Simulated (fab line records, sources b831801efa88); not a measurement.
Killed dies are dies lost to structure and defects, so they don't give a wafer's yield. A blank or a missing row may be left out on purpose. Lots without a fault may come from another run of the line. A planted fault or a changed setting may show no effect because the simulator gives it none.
Chamber matching | flow gf180mcu | GF_V1_ETCH_16 on rie_diel-04: 4 sister chambers
The step etches BARC in N2/H2. 18 wafers are shown with their chamber, then 9 later ones without.

WAFERS WITH THEIR CHAMBER
wafer  | chamber | drypump_motor_current_A (A) | throttle_valve_pct (%) | oes_product_au (a.u.)
L077.1 | 3       | 5.5                         | 13.222                 | 0.859
L077.2 | 0       | 5.9                         | 13.211                 | 0.857
L077.6 | 3       | 5.5                         | 13.223                 | 0.851
L080.1 | 1       | 4.9                         | 13.237                 | 0.858
L080.4 | 0       | 5.9                         | 13.226                 | 0.860
L080.6 | 3       | 5.5                         | 13.223                 | 0.862
L082.3 | 1       | 4.9                         | 13.228                 | 0.852
L082.4 | 2       | 5.2                         | 13.209                 | 0.848
L082.5 | 0       | 5.9                         | 13.220                 | 0.846
L084.4 | 2       | 5.2                         | 13.221                 | 0.856
L084.5 | 3       | 5.5                         | 13.219                 | 0.856
L084.6 | 0       | 6.0                         | 13.220                 | 0.857
L086.2 | 3       | 5.5                         | 13.211                 | 0.858
L086.3 | 2       | 5.2                         | 13.204                 | 0.852
L086.4 | 2       | 5.2                         | 13.227                 | 0.855
L091.1 | 2       | 5.2                         | 13.227                 | 0.846
L091.3 | 3       | 5.5                         | 13.210                 | 0.853
L091.4 | 0       | 6.0                         | 13.236                 | 0.854

SIGNATURES (means of the wafers above)
reading                 | chamber 0 | chamber 1 | chamber 2 | chamber 3 | scatter within a chamber
drypump_motor_current_A | 5.940     | 4.900     | 5.200     | 5.500     | 0.0293
throttle_valve_pct      | 13.22260  | 13.23250  | 13.21760  | 13.21800  | 0.00848
oes_product_au          | 0.85480   | 0.85500   | 0.85140   | 0.85650   | 0.00455
Rule: a wafer's distance from a chamber is the root of the sum, over the readings, of the square of ((its reading less the chamber's mean) divided by the reading's scatter). The wafer belongs to the nearest chamber; if the next one is less than 2 further off, it can't be placed. The scatter: the root of (the sum of the squares of (reading less its chamber's mean) over the shown wafers, divided by (wafers less chambers)).

WAFERS WITHOUT THEIR CHAMBER
wafer  | drypump_motor_current_A (A) | throttle_valve_pct (%) | oes_product_au (a.u.)
L092.4 | 5.5                         | 13.216                 | 0.857
L092.5 | 4.9                         | 13.237                 | 0.857
L092.6 | 5.2                         | 13.218                 | 0.858
L096.1 | 5.5                         | 13.224                 | 0.853
L096.2 | 5.9                         | 13.214                 | 0.855
L096.5 | 5.2                         | 13.237                 | 0.860
L097.1 | 5.9                         | 13.236                 | 0.856
L097.3 | 5.2                         | 13.221                 | 0.860
L097.6 | 5.9                         | 13.216                 | 0.853

WHICH CHAMBER EACH WENT THROUGH
wafer  | from the rows above | in truth
L092.4 | 3                   | 3
L092.5 | 1                   | 1
L092.6 | 2                   | 2
L096.1 | 3                   | 3
L096.2 | 0                   | 0
L096.5 | 2                   | 2
L097.1 | 0                   | 0
L097.3 | 2                   | 2
L097.6 | 0                   | 0
Placed correctly: 9 of 9. Can't be placed from these rows: 0. Placed wrongly: 0.
